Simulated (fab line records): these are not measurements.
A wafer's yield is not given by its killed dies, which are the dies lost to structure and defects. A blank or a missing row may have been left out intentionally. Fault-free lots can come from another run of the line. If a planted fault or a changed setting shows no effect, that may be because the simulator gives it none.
The same fault as seen by 2 desks / flow gf180mcu / every desk sees just its own numbers, and what lay behind them comes last

AT THE METROLOGY DESK
What the gauges read, lot by lot, whatever tool the lot ran on: means of the sampled wafers that have a number. If a lot's mean is further than 4 standard deviations from the usual mean, the lot is out of limits and carries the mark OUT (the distance appears in the brackets).
Columns: A = TOP_METAL_ALCU_RS at GF_TOP_METAL_RS_MEAS_05, usual 0.0328 ohm/sq; B = PASSIVATION_CVD_02_THK at GF_PASSIVATION_THK_MEAS_03, usual 704 nm
lot=L588; first seen here=day 27 09:34; A=0.0328; B=704
lot=L590; first seen here=day 27 20:09; A=0.0324; B=698
lot=L591; first seen here=day 28 02:45; A=0.0327; B=706
lot=L593; first seen here=day 28 17:00; A=0.0326; B=708
lot=L594; first seen here=day 29 04:18; A=0.0329; B=708
lot=L596; first seen here=day 29 17:25; A=0.0326; B=709
lot=L599; first seen here=day 30 20:46; A=0.0329; B=705
lot=L600; first seen here=day 31 04:39; A=0.0330; B=-
lot=L601; first seen here=day 31 08:14; A=0.0327; B=-
lot=L605; first seen here=day 32 07:16; A=0.0331; B=723
lot=L607; first seen here=day 32 15:43; A=0.0324; B=695
lot=L608; first seen here=day 32 20:59; A=0.0333; B=694
lot=L610; first seen here=day 33 06:43; A=0.0329; B=697
lot=L611; first seen here=day 33 17:07; A=0.0331; B=704
Result from this desk: across the 14 lots, nothing is out of limits.

TOOL OWNER'S DESK, litho-track-02
The tool's own readings at GF_TOP_METAL_DEVELOP_13 (develop time 60 s): means of the sampled wafers that have a number, for each lot that ran on this tool. If a lot's mean is further than 4 standard deviations from the usual mean, the lot is out of limits and carries the mark OUT (the distance appears in the brackets).
Columns: A = chill-plate-temp-C at GF_TOP_METAL_DEVELOP_13, usual 22.99 C; B = exhaust-pa at GF_TOP_METAL_DEVELOP_13, usual 45.1 Pa; C = resist-line-temp-C at GF_TOP_METAL_DEVELOP_13, usual 23.01 C
lot=L590; first seen here=day 28 14:37; A=23.11; B=44.8; C=23.00
lot=L594; first seen here=day 29 23:07; A=23.03; B=45.2; C=23.08
lot=L596; first seen here=day 30 11:11; A=22.94; B=45.6; C=23.00
lot=L608; first seen here=day 33 12:28; A=22.94; B=44.6; C=22.97
Result from this desk: across the 4 lots, nothing is out of limits.

ALL TOGETHER
The metrology desk saw nothing out of limits.
The desk of the tool owner found nothing out of limits.

WHAT WAS PUT IN BY THE SIMULATOR
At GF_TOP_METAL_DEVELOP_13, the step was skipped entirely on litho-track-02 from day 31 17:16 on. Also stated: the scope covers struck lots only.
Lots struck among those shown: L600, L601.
